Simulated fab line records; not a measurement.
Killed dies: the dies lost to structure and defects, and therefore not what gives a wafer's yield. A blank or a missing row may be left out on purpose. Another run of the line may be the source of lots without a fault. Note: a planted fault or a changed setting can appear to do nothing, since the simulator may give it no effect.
2 desks looking at one fault / flow gf180mcu / only its own numbers are on each desk; what lay behind them is given at the end

## AT THE TOOL OWNER'S DESK: cmp-01
The tool's own readings at GF_V4_CMP_04 (polishes SiO2): means of the sampled wafers that have a number, for each lot that ran on this tool. A lot is out of limits, marked OUT, if its mean lies more than 4 standard deviations from the usual mean; the brackets give that distance.
Columns: A = motor current A at GF_V4_CMP_04, usual 11.1 A; B = time to endpoint s at GF_V4_CMP_04, usual 80 s
lot=L643; first seen here=day 23 06:25; A=10.4; B=75
lot=L645; first seen here=day 24 00:37; A=11.1; B=84
lot=L646; first seen here=day 24 07:36; A=10.7; B=81
lot=L648; first seen here=day 25 02:02; A=10.9; B=78
lot=L651; first seen here=day 26 00:52; A=11.0; B=77
lot=L652; first seen here=day 26 14:53; A=11.0; B=82
lot=L656; first seen here=day 28 00:53; A=11.3; B=57 (-4.5) OUT
lot=L663; first seen here=day 30 08:23; A=10.6; B=82
This desk's finding: out of limits on L656; first on L656, day 28 00:53 (time to endpoint s at GF_V4_CMP_04). In limits: L643, L645, L646, L648, L651, L652, L663.

## THE METROLOGY DESK
Means of the sampled wafers that have a number, per lot and without regard to the tool the lot ran on: this is what the gauges read. A lot is out of limits, marked OUT, if its mean lies more than 4 standard deviations from the usual mean; the brackets give that distance.
Columns: A = V4_BOW at GF_V4_BOW_MEAS_05, usual 135 um; B = V4_OVL at GF_V4_OVL_MEAS_15, usual 0 nm
lot=L643; first seen here=day 23 06:43; A=137; B=-5
lot=L645; first seen here=day 24 00:50; A=135; B=4
lot=L646; first seen here=day 24 07:49; A=135; B=-5
lot=L647; first seen here=day 24 17:27; A=148; B=1
lot=L648; first seen here=day 25 02:18; A=135; B=0
lot=L650; first seen here=day 25 21:38; A=136; B=6
lot=L651; first seen here=day 26 01:05; A=142; B=1
lot=L652; first seen here=day 26 15:11; A=140; B=-3
lot=L656; first seen here=day 28 01:09; A=140; B=0
lot=L661; first seen here=day 29 15:44; A=142; B=-1
lot=L663; first seen here=day 30 08:38; A=132; B=-2
lot=L665; first seen here=day 30 12:53; A=131; B=3
lot=L666; first seen here=day 30 15:28; A=143; B=4
Result from this desk: across the 13 lots, nothing is out of limits.

## TAKEN TOGETHER
On L656, at day 28 00:53, an alarm was possible from the tool owner's desk.
The metrology desk saw nothing out of limits.
The metrology desk holds a record of L656, inside its limits.
All the named lots went through GF_V4_CMP_04 on cmp-01.

## WHAT THE SIMULATOR HAD INSERTED
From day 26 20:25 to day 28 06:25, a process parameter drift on cmp-01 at GF_V4_CMP_04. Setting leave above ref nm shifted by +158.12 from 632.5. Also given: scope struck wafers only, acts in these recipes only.
Struck lots among those shown: L656.
How many hours passed from the start of the fault until each desk's first out-of-limits reading: the tool owner's desk, 28.
